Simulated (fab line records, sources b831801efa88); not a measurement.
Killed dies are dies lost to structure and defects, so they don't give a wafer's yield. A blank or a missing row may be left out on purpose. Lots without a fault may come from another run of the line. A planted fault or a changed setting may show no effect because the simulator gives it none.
Tool commonality check | flow gf180mcu | 12 lots, 36 wafers sampled

WHY IT WAS OPENED
At GF_MVPSD_TW_MEAS_11 the reading MVPSD_TW is flagged on 2 of 12 lots. Wafers without a fault read 551.2, standard deviation 2.8.
Rule: a lot is flagged when every wafer of it that has a number lies more than 4 standard deviations from that mean, or none has a number. The other lots count as sound.

lot  | measured     | on            | MVPSD_TW, wafer by wafer | flag
L520 | day 6 03:03  | film_metro-02 | 550.9 552.7 553.1        |
L521 | day 6 13:31  | film_metro-04 | 549.7 550.1 551.7        |
L523 | day 6 18:35  | film_metro-01 | 551.8 551.9 551.9        |
L524 | day 7 00:51  | film_metro-02 | 551.5 550.1 556.9        |
L525 | day 7 08:23  | film_metro-01 | 554.6 557.2 553.3        |
L526 | day 7 13:29  | film_metro-01 | 550.7 554.0 550.8        |
L527 | day 7 18:58  | film_metro-01 | 550.9 555.0 552.2        |
L528 | day 7 23:51  | film_metro-04 | 556.7 550.5 552.3        |
L529 | day 8 06:17  | film_metro-01 | 573.6 571.2 571.7        | FLAGGED
L531 | day 8 16:34  | film_metro-02 | 575.4 574.0 574.5        | FLAGGED
L538 | day 10 12:21 | film_metro-02 | 555.4 556.3 553.9        |
L539 | day 10 17:28 | film_metro-02 | 554.2 551.5 552.5        |
The numbers of the flagged lots are 573.4 on average: +22.2 against the usual, or +8 standard deviations.

WHICH TOOL RAN EACH LOT
The record holds 2 process steps before the reading, out of a route of 602 steps. In each cell: the tool, then ch and the chambers that the sampled wafers went through, then the start.
lot  | flag    | GF_NWELL_STRIP_10                   | GF_MVPSD_IMPLANT_09
L520 |         | plasma_asher-02 ch 0,1, day 4 07:21 | implanter-04 ch 0, day 6 02:48
L521 |         | plasma_asher-04 ch 0,1, day 4 16:46 | implanter-04 ch 0, day 6 13:18
L523 |         | plasma_asher-03 ch 0,1, day 4 21:38 | implanter-03 ch 0, day 6 18:20
L524 |         | plasma_asher-03 ch 0,1, day 5 04:32 | implanter-03 ch 0, day 7 00:36
L525 |         | plasma_asher-04 ch 0,1, day 5 10:48 | implanter-04 ch 0, day 7 08:08
L526 |         | plasma_asher-03 ch 0,1, day 5 15:00 | implanter-03 ch 0, day 7 13:12
L527 |         | plasma_asher-03 ch 0,1, day 5 20:07 | implanter-03 ch 0, day 7 18:45
L528 |         | plasma_asher-04 ch 0,1, day 6 00:14 | implanter-02 ch 0, day 7 23:36
L529 | FLAGGED | plasma_asher-04 ch 0,1, day 6 06:50 | implanter-03 ch 0, day 8 06:02
L531 | FLAGGED | plasma_asher-02 ch 0,1, day 6 15:58 | implanter-03 ch 0, day 8 16:20
L538 |         | plasma_asher-03 ch 0,1, day 8 07:43 | implanter-04 ch 0, day 10 12:08
L539 |         | plasma_asher-03 ch 0,1, day 8 12:11 | implanter-04 ch 0, day 10 17:13
What these steps do:
- GF_NWELL_STRIP_10: strips in O2/N2.
- GF_MVPSD_IMPLANT_09
- GF_MVPSD_TW_MEAS_11

FLAGGED OVER TOTAL, TOOL BY TOOL (the gauges that took the reading come last)
step                | tool            | lots run | flagged | share of the flagged lots | sound lots run after its first flagged lot
GF_NWELL_STRIP_10   | plasma_asher-02 | 2        | 1       | some                      | 0
GF_NWELL_STRIP_10   | plasma_asher-03 | 6        | 0       | none                      | -
GF_NWELL_STRIP_10   | plasma_asher-04 | 4        | 1       | some                      | 0
GF_MVPSD_IMPLANT_09 | implanter-02    | 1        | 0       | none                      | -
GF_MVPSD_IMPLANT_09 | implanter-03    | 6        | 2       | all                       | 0
GF_MVPSD_IMPLANT_09 | implanter-04    | 5        | 0       | none                      | -
GF_MVPSD_TW_MEAS_11 | film_metro-01   | 5        | 1       | some                      | 0
GF_MVPSD_TW_MEAS_11 | film_metro-02   | 5        | 1       | some                      | 2 (L538,L539)
GF_MVPSD_TW_MEAS_11 | film_metro-04   | 2        | 0       | none                      | -

WHAT THE TABLE ALLOWS
1 row of the table ran every flagged lot: implanter-03 at GF_MVPSD_IMPLANT_09.
- implanter-03 at GF_MVPSD_IMPLANT_09: 2 of its 6 lots flagged. Its last sound lot is L527 (day 7 18:45), its first flagged lot L529 (day 8 06:02): a fault that began between those two fits. Its own readings lie more than 4 standard deviations out on every wafer of the flagged lots: dose_ions_cm2, faraday_current_uA.
One tool is left: implanter-03 at GF_MVPSD_IMPLANT_09.

WHAT THE SIMULATOR HAD PUT IN
Process parameter drift: implanter-03, from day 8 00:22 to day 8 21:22, at GF_MVPSD_IMPLANT_09. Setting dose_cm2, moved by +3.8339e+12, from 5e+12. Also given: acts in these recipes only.
Lots struck among those shown: L529, L531. The rule above found the same.
